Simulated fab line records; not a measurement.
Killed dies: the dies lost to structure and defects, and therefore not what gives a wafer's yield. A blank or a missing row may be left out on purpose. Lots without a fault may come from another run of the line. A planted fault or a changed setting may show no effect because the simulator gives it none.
Which tool is to blame? | flow sky130 | 10 lots, 30 wafers sampled, at 3 steps of a route of 708

WHAT EACH GAUGE READ, for each wafer
SKY_METAL2_RS_MEAS_05: measures by four-point-probe.
lot  | measured     | on            | METAL2_ALCU_RS (ohm/sq)
L503 | day 34 00:17 | film-metro-02 | 0.1261 0.1253 0.1250
L510 | day 36 12:10 | film-metro-04 | 0.1276 0.1254 0.1263
L512 | day 37 01:35 | film-metro-03 | 0.1271 0.1282 0.1270
L514 | day 37 18:05 | film-metro-03 | 0.1272 0.1273 0.1270
L513 | day 37 20:32 | film-metro-02 | 0.1273 0.1288 0.1266
L515 | day 37 22:00 | film-metro-02 | 0.0979 0.0986 0.0979
L516 | day 38 04:53 | film-metro-03 | 0.0993 0.0995 0.0995
L517 | day 38 18:00 | film-metro-04 | 0.1274 0.1277 0.1268
L525 | day 41 07:53 | film-metro-03 | 0.1261 0.1253 0.1258
L526 | day 41 08:36 | film-metro-02 | 0.1300 0.1294 0.1281

EACH LOT AND THE TOOL THAT RAN IT (in order: tool; ch and the chambers of the sampled wafers; start)
lot  | SKY_METAL2_SPUTTER_00        | SKY_METAL2_SPUTTER_02
L503 | pvd-sputter-01, day 34 00:07 | pvd-sputter-01, day 34 00:09
L510 | pvd-sputter-01, day 36 12:02 | pvd-sputter-01, day 36 12:05
L512 | pvd-sputter-01, day 37 01:25 | pvd-sputter-01, day 37 01:28
L514 | pvd-sputter-03, day 37 17:55 | pvd-sputter-03, day 37 17:58
L513 | pvd-sputter-03, day 37 20:23 | pvd-sputter-03, day 37 20:26
L515 | pvd-sputter-03, day 37 21:52 | pvd-sputter-03, day 37 21:55
L516 | pvd-sputter-03, day 38 04:43 | pvd-sputter-03, day 38 04:46
L517 | pvd-sputter-01, day 38 17:50 | pvd-sputter-01, day 38 17:53
L525 | pvd-sputter-01, day 41 07:43 | pvd-sputter-01, day 41 07:46
L526 | pvd-sputter-01, day 41 08:28 | pvd-sputter-01, day 41 08:31
- SKY_METAL2_SPUTTER_00: material Ti, target thk 15 nm, time 10 s.
- SKY_METAL2_SPUTTER_02: material AlCu, target thk 250 nm, time 13.3 s.

THE ANSWER, worked out from the rows above alone
Rule: the lots themselves supply what counts as usual. Put in order of their means at a reading, lots are off if they are a third of the lots or fewer, leave a main group of 4 or more, and stand apart from it by a gap of 3 or more times the standard deviation of the main group's means; of several such gaps the widest counts. A main group whose means are all the same, to the digits that the tables above print for the reading, isn't used. Also off: a lot with no number at a reading for which 4 or more lots have one. Any other lot the step has rows for is counted as sound.
Off: L515, L516, at SKY_METAL2_RS_MEAS_05 (METAL2_ALCU_RS). The main group has a mean of 0.1270 ohm/sq with a standard deviation of 0.0011.
If a tool, at a process step before that reading, ran all the lots that are off and no sound lot after the first of them, it fits. Those tools and the gauges at SKY_METAL2_RS_MEAS_05 are tried in the same way. One fits: SKY_METAL2_SPUTTER_00 and SKY_METAL2_SPUTTER_02 on pvd-sputter-03. At SKY_METAL2_SPUTTER_00 its last sound lot is L513 (day 37 20:23), its first lot that is off L515 (day 37 21:52): a fault that began between those two fits.

WHAT THE SIMULATOR HAD PUT IN
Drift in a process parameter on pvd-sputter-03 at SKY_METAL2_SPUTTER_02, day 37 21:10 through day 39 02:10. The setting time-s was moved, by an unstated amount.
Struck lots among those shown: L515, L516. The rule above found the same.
